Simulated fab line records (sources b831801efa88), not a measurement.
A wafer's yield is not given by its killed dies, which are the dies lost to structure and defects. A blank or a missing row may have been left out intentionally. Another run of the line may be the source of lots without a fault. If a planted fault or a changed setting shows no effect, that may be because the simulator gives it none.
fab line records	flow sky130
record: lots: 13	wafers: 39	last_day: 50
route steps=708 shown NWELL@82 VT_ADJUST_PCH@149 POLY_CUT@316 PAD_OPEN@708
lots that met no fault: taken from a fault-free run of the same line
start_h: the number of hours between the record's first day and the start of the first shown wafer of the lot	wait_h: time in hours since the lot's previous step	" the same as in the row above	L1.1+2: a row that stands for several wafers	- either no value or no given start	* or withheld: withheld	< > ~ a bound
route shown NAME@n: NAME is a module with steps in the file, n the number in the route of the first one	usual: mean/standard deviation of fault-free wafers	same: alike in all rows	chamber/n: place in a boat	sites: each site's reading	_std_site: standard deviation across them	_edge_site: mean of outer sites minus mean of inner sites	radius_mm: how far each site lies from the wafer's centre	mask NAME#n: copy n	behind: the last tool/chamber to shape the wafer	hold: the reason the lot was held/the length of the hold in hours/how it ended	device: names the non-switching transistor (n, p or np)	end of line: the route-end tests of the same wafers	step lacking rows: just its recipe	killed: dies that structure and defects cost at the first sort, which is not the same as the wafer's yield	map: a wafer's dies, x killed, . not, _ none there
set.NAME: setting as actually run; set.NAME@STEP: the setting as run at that earlier step	model.NAME: the simulator's own value behind a step, which no gauge read
one table for each step of the route and one row for each wafer, over a sample of lots
services: when a tool's chamber went out of use (start_h, in hours from the record's first day, below 0 if earlier), for how many hours, and the reason
== steps ==
step: SKY_NWELL_RS_MEAS_29
recipe: thk_meas_gauge: four-point-probe
usual: NWELL_RS: 625.2/1.7
lot.wafer	tool	chamber	start_h	wait_h	NWELL_RS[ohm/sq]
L345.1	film_metro-02	-	102.77	0.1	625.2
L345.4	"	-	"	"	624.8
L345.5	"	-	"	"	624.4
L347.1	film_metro-04	-	116.15	0.1	626.0
L347.2	"	-	"	"	625.8
L347.6	"	-	"	"	624.4
L348.4	film_metro-02	-	123.21	0.1	628.5
L348.5	"	-	"	"	625.1
L348.6	"	-	"	"	626.7
L349.1	film_metro-04	-	128.05	0.1	627.3
L349.2	"	-	"	"	627.9
L349.5	"	-	"	"	628.0
L351.1	film_metro-03	-	141.27	0.1	626.0
L351.4	"	-	"	"	624.3
L351.6	"	-	"	"	627.3
L354.2	film_metro-03	-	157.17	0.1	621.9
L354.3	"	-	"	"	622.4
L354.5	"	-	"	"	621.8
L356.1	film_metro-02	-	168.99	0.1	623.7
L356.4	"	-	"	"	624.8
L356.5	"	-	"	"	625.5
L357.1	film_metro-02	-	172.97	0.1	624.3
L357.2	"	-	"	"	625.7
L357.5	"	-	"	"	623.0
L358.2	film_metro-03	-	183.97	0.1	623.5
L358.3	"	-	"	"	624.8
L358.6	"	-	"	"	626.3
L360.2	film_metro-04	-	197.44	0.1	628.1
L360.3	"	-	"	"	626.7
L360.4	"	-	"	"	625.3
L366.2	film_metro-02	-	239.19	0.1	626.9
L366.5	"	-	"	"	628.0
L366.6	"	-	"	"	628.8
L367.2	film_metro-02	-	247.57	0.1	625.5
L367.3	"	-	"	"	625.3
L367.6	"	-	"	"	624.6
L368.2	film_metro-03	-	248.34	0.1	621.0
L368.4	"	-	"	"	623.9
L368.5	"	-	"	"	623.2
step: SKY_VT_ADJUST_PCH_DEVELOP_06
recipe: wall_angle_deg: 90	developer: TMAH	develop_time_s: 60	dev_temp_c: 23
usual: chill_plate_temp_C: 22.99/0.1	developer_temp_C: 22.98/0.11
lot.wafer	tool	chamber	start_h	wait_h	chill_plate_temp_C	developer_temp_C
L345.1	litho_track-02	0	224	-	22.87	22.98
L345.4	"	0	"	"	22.91	23.03
L345.5	"	0	"	"	22.83	23.01
L347.1	litho_track-01	0	240	-	22.94	22.86
L347.2	"	0	"	"	22.93	22.77
L347.6	"	0	"	"	22.97	22.99
L348.4	litho_track-04	0	250	-	22.99	22.83
L348.5	"	0	"	"	23.10	22.88
L348.6	"	0	"	"	23.01	22.83
L349.1	litho_track-01	0	255	-	23.04	22.99
L349.2	"	0	"	"	22.92	23.10
L349.5	"	0	256	-	23.04	23.00
L351.1	litho_track-02	0	273	-	22.98	23.19
L351.4	"	0	"	"	22.98	23.07
L351.6	"	0	"	"	23.08	23.06
L354.2	litho_track-01	0	292	-	22.80	22.92
L354.3	"	0	"	"	22.89	22.99
L354.5	"	0	"	"	22.92	23.03
L356.1	litho_track-01	0	311	-	23.01	22.96
L356.4	"	0	"	"	22.97	23.09
L356.5	"	0	"	"	23.08	23.06
L357.1	litho_track-01	0	315	-	23.13	22.06
L357.2	"	0	"	"	23.12	21.98
L357.5	"	0	316	-	23.00	22.05
L358.2	litho_track-01	0	328	-	22.99	22.17
L358.3	"	0	"	"	23.10	22.10
L358.6	"	0	"	"	23.11	22.02
L360.2	litho_track-02	0	344	-	23.01	23.04
L360.3	"	0	"	"	23.06	23.09
L360.4	"	0	"	"	23.03	23.03
L366.2	litho_track-01	0	398	-	22.82	22.86
L366.5	"	0	"	"	22.85	22.96
L366.6	"	0	"	"	22.92	22.98
L367.2	litho_track-04	0	408	-	23.09	23.11
L367.3	"	0	"	"	23.17	23.11
L367.6	"	0	"	"	23.02	23.00
L368.2	litho_track-01	0	411	-	22.96	23.07
L368.4	"	0	"	"	22.79	23.07
L368.5	"	0	"	"	22.81	22.97
step: SKY_POLY_CUT_OVL_MEAS_09
usual: POLY_CUT_OVL: 1/5.6
lot.wafer	tool	chamber	start_h	wait_h	POLY_CUT_OVL[nm]
L345.1	overlay-01	-	548.08	0.1	-5
L345.4	"	-	"	"	0
L345.5	"	-	"	"	-6
L347.1	overlay-02	-	584.54	0.1	5
L347.2	"	-	"	"	0
L347.6	"	-	"	"	-2
L348.4	overlay-01	-	589.96	0.1	-10
L348.5	"	-	"	"	1
L348.6	"	-	"	"	-2
L349.1	overlay-02	-	594.09	0.1	-5
L349.2	"	-	"	"	-4
L349.5	"	-	"	"	-5
L351.1	overlay-02	-	617.45	0.1	-4
L351.4	"	-	"	"	-1
L351.6	"	-	"	"	2
L354.2	overlay-02	-	634.98	0.1	-1
L354.3	"	-	"	"	-5
L354.5	"	-	"	"	-6
L357.1	overlay-01	-	656.30	0.1	7
L357.2	"	-	"	"	10
L357.5	"	-	"	"	1
L356.1	overlay-02	-	656.39	0.1	1
L356.4	"	-	"	"	4
L356.5	"	-	"	"	3
L358.2	overlay-01	-	672.18	0.1	-3
L358.3	"	-	"	"	-1
L358.6	"	-	"	"	-7
L360.2	overlay-02	-	690.77	0.1	4
L360.3	"	-	"	"	-9
L360.4	"	-	"	"	-2
L366.2	overlay-01	-	739.13	0.1	7
L366.5	"	-	"	"	-7
L366.6	"	-	"	"	11
L367.2	overlay-02	-	747.33	0.1	-2
L367.3	"	-	"	"	-5
L367.6	"	-	"	"	3
L368.2	overlay-02	-	753.86	0.1	11
L368.4	"	-	"	"	9
L368.5	"	-	"	"	8
step: SKY_POLY_CUT_ETCH_10
recipe: chemistry: N2/H2	target: BARC	ion_energy_ev: 200	source_w: 500	bias_w: 100	pressure_mtorr: 30	n2_flow_sccm: 100	h2_flow_sccm: 200	stop_on: SiO2	time_s: 45.9	target_depth_a: 600
usual: chamber_pressure_mTorr: 30.000/0.025	drypump_motor_current_A: 5.8/0.4	oes_product_au: 0.855/0.0049	throttle_valve_pct: 13.223/0.009
lot.wafer	tool	chamber	start_h	wait_h	chamber_pressure_mTorr	drypump_motor_current_A	oes_product_au	rf_hours_counter_h	throttle_valve_pct
L345.1	rie_diel-01	2	548.11	0.0	29.957	6.1	0.860	1	13.224
L345.4	"	2	"	"	30.019	6.0	0.856	-	13.231
L345.5	"	3	"	"	29.993	5.4	0.853	-	13.221
L347.1	rie_diel-01	0	584.58	0.0	29.976	5.6	0.860	5	13.223
L347.2	"	2	"	"	30.061	6.0	0.850	2	13.237
L347.6	"	3	"	"	30.013	5.4	0.845	-	13.241
L348.4	rie_diel-04	1	590.00	0.0	29.995	5.5	0.860	-	13.222
L348.5	"	0	"	"	30.015	6.3	0.853	-	13.211
L348.6	"	3	"	"	29.955	5.7	0.856	-	13.246
L349.1	rie_diel-02	3	594.13	0.0	29.966	6.6	0.858	1	13.235
L349.2	"	2	"	"	30.008	5.7	0.853	4	13.222
L349.5	"	3	"	"	30.000	6.6	0.848	-	13.237
L351.1	rie_diel-01	2	617.49	0.0	29.991	6.0	0.856	2	13.222
L351.4	"	3	"	"	30.044	5.4	0.856	9	13.232
L351.6	"	0	"	"	30.044	5.7	0.858	-	13.224
L354.2	rie_diel-01	1	635.01	0.0	29.959	5.3	0.859	5	13.234
L354.3	"	2	"	"	29.981	6.0	0.848	3	13.216
L354.5	"	0	"	"	29.993	5.7	0.853	-	13.207
L357.1	rie_diel-02	3	656.34	0.0	29.956	6.7	0.859	2	13.222
L357.2	"	0	"	"	30.000	6.0	0.850	8	13.214
L357.5	"	1	"	"	29.963	6.0	0.855	-	13.221
L356.1	rie_diel-01	2	656.43	0.0	29.988	6.0	0.859	3	13.211
L356.4	"	3	"	"	29.979	5.4	0.845	10	13.220
L356.5	"	2	"	"	29.992	6.0	0.847	-	13.220
L358.2	rie_diel-01	1	672.21	0.0	29.977	5.4	0.857	6	13.209
L358.3	"	3	"	"	29.986	5.4	0.858	10	13.228
L358.6	"	0	"	"	29.997	5.7	0.863	-	13.204
L360.2	rie_diel-02	0	690.80	0.0	30.030	6.1	0.857	8	13.215
L360.3	"	2	"	"	29.996	5.7	0.856	7	13.217
L360.4	"	2	"	"	29.999	5.7	0.848	-	13.226
L366.2	rie_diel-04	1	739.16	0.0	30.005	5.4	0.863	13	13.223
L366.5	"	1	"	"	29.971	5.5	0.861	-	13.228
L366.6	"	2	"	"	30.005	5.2	0.853	-	13.214
L367.2	rie_diel-02	2	747.36	0.0	29.965	5.7	0.859	9	13.225
L367.3	"	0	"	"	29.996	6.1	0.855	10	13.237
L367.6	"	3	"	"	29.977	6.7	0.853	-	13.227
L368.2	rie_diel-02	1	753.89	0.0	29.973	6.0	0.855	1	13.227
L368.4	"	2	"	"	30.039	5.7	0.849	9	13.203
L368.5	"	0	"	"	29.983	6.1	0.852	-	13.223
step: SKY_PAD_OPEN_PROBE_99
usual: killed_at_M0_to_M3: 45/6.8	killed_at_M4_up: 3.2/1.6	killed_at_contacts: 24/5.1	killed_at_front_end: 14/4.4	killed_at_other: 0.4/0.65	killed_dies: 87/8.8	killed_open: 47/7.2	killed_short: 39/6.1
same: gross_dies: 492	killed_at_back_side: 0
lot.wafer	tool	chamber	start_h	wait_h	killed_at_M0_to_M3	killed_at_M4_up	killed_at_contacts	killed_at_front_end	killed_at_other	killed_dies	killed_open	killed_short
L360.2	prober-01	-	1164.68	0.1	43	2	24	8	1	78	43	35
L360.3	prober-01	-	1164.73	0.2	47	3	28	10	1	89	44	45
L360.4	prober-01	-	1164.78	0.2	48	2	21	13	0	84	47	37
killed by level:class
L360.2 VIA2:geometric_particle:open=9 VIA1:geometric_particle:open=7 LI_CONTACT:geometric_particle:open=7 CONTACT:geometric_particle:short=7 METAL1:geometric_particle:short=6 FIELD_ISO:geometric_particle:open=5 VIA3:geometric_particle:short=5 CONTACT:geometric_particle:open=4
L360.3 LI_CONTACT:geometric_particle:open=9 VIA1:geometric_particle:open=9 METAL1:geometric_particle:short=9 CONTACT:geometric_particle:open=7 CONTACT:geometric_particle:short=7 VIA2:geometric_particle:open=7 VIA3:geometric_particle:short=5 VIA3:geometric_particle:open=5
L360.4 VIA1:geometric_particle:open=18 CONTACT:geometric_particle:open=10 METAL1:geometric_particle:short=7 POLY_GATE:geometric_particle:open=6 VIA3:geometric_particle:open=6 METAL2:geometric_particle:short=5 VIA3:geometric_particle:short=5 LI_CONTACT:geometric_particle:open=4
== services ==
tool	chamber	start_h	hours	kind
rie_diel-01	1	228.88	1.4	repair
rie_diel-01	2	246.31	7.9	repair
rie_diel-02	0	253.08	5.9	repair
rie_diel-01	3	306.87	2.7	repair
rie_diel-04	0	311.30	11.9	repair
rie_diel-01	2	315.43	19.0	repair
rie_diel-01	-	341.54	2.8	pm
rie_diel-04	-	355.38	14.6	pm
rie_diel-01	0	446.29	2.9	repair
rie_diel-02	2	450.74	7.4	repair
rie_diel-01	0	462.88	4.6	repair
rie_diel-04	-	468.86	5.7	repair
rie_diel-02	3	476.02	3.6	repair
rie_diel-02	1	514.24	9.6	repair
rie_diel-04	2	517.76	15.2	repair
rie_diel-01	0	546.79	13.9	repair
rie_diel-02	0	593.93	2.2	repair
rie_diel-01	0	601.28	1.6	repair
rie_diel-02	3	636.34	4.9	repair
rie_diel-02	1	659.57	6.2	repair
rie_diel-02	0	663.10	20.9	repair
rie_diel-02	1	677.84	18.0	repair
rie_diel-01	0	712.86	9.8	repair
rie_diel-01	-	749.33	14.6	pm
== key ==
first_sign: step: SKY_VT_ADJUST_PCH_DEVELOP_06	reading: developer_temp_C	direction: down	sigmas: 8.1	usual: *	struck: *
effect none on later readings
met_at SKY_VT_ADJUST_PCH_DEVELOP_06
struck_lots L357,L358
tester_left_out L357,L358
not_acting_at SKY_NWELL_RS_MEAS_29,SKY_POLY_CUT_OVL_MEAS_09,SKY_POLY_CUT_ETCH_10
onset_between 311 315
fault: kind: process_parameter_drift	tool: litho_track-01	chamber: -	onset_h: 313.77	steps: SKY_VT_ADJUST_PCH_DEVELOP_06	channel: dev_temp_c	offset: *	shape: step	end_h: 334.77	acts_in: *	stated: *
tester_left_out: of these lots the tester's yield and bins aren't shown, on N5 and GAA mostly nor the transistor test; their killed dies are dies lost to structure and defects alone, not to doping, threshold or leakage, so they don't give the yield
